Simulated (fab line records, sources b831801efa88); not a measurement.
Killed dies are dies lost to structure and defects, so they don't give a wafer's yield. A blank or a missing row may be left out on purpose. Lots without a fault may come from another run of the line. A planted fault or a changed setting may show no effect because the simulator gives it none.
Which tool did it? | flow gf180mcu | 6 lots, 17 wafers sampled, at 2 steps of a route of 602

WHAT THE GAUGES READ, wafer by wafer
GF_V5_THK_MEAS_01.
lot  | measured     | on            | V5_CVD_00_THK (nm)
L904 | day 26 11:44 | film_metro-01 | 307 301 307
L909 | day 28 10:34 | film_metro-02 | 296 300
L912 | day 29 04:22 | film_metro-02 | 303 302 301
L918 | day 31 00:07 | film_metro-03 | 303 302 304
L920 | day 31 04:50 | film_metro-03 | 301 300 303
L922 | day 31 22:41 | film_metro-03 | 307 306 304

WHICH TOOL RAN EACH LOT (tool, then ch and the chambers of the sampled wafers, then the start)
lot  | GF_M5_METAL_ETCH_10
L904 | rie_metal-04 ch 0,1, day 26 10:59
L909 | rie_metal-04 ch 0, day 28 09:47
L912 | rie_metal-03 ch 0,1, day 29 03:38
L918 | rie_metal-01 ch 0,1, day 30 23:23
L920 | rie_metal-01 ch 0,1, day 31 04:05
L922 | rie_metal-01 ch 0,1, day 31 21:58
- GF_M5_METAL_ETCH_10: etches the open film in Cl2/BCl3, stops on SiO2, target depth 750.8 nm, time 125.1 s.

THE ANSWER, worked out from the rows above alone
Rule: what is usual is taken from the lots themselves. Put in order of their means at a reading, lots are off if they are a third of the lots or fewer, leave a main group of 4 or more, and stand apart from it by a gap of 3 or more times the standard deviation of the main group's means; of several such gaps the widest counts. A main group whose means are all the same, to the digits that the tables above print for the reading, isn't used. A lot without any number at a reading at which 4 lots or more have one is off too. The other lots that the step has rows for count as sound.
No lot is off at any reading shown: from this, nothing can be told.

WHAT THE SIMULATOR HAD PUT IN
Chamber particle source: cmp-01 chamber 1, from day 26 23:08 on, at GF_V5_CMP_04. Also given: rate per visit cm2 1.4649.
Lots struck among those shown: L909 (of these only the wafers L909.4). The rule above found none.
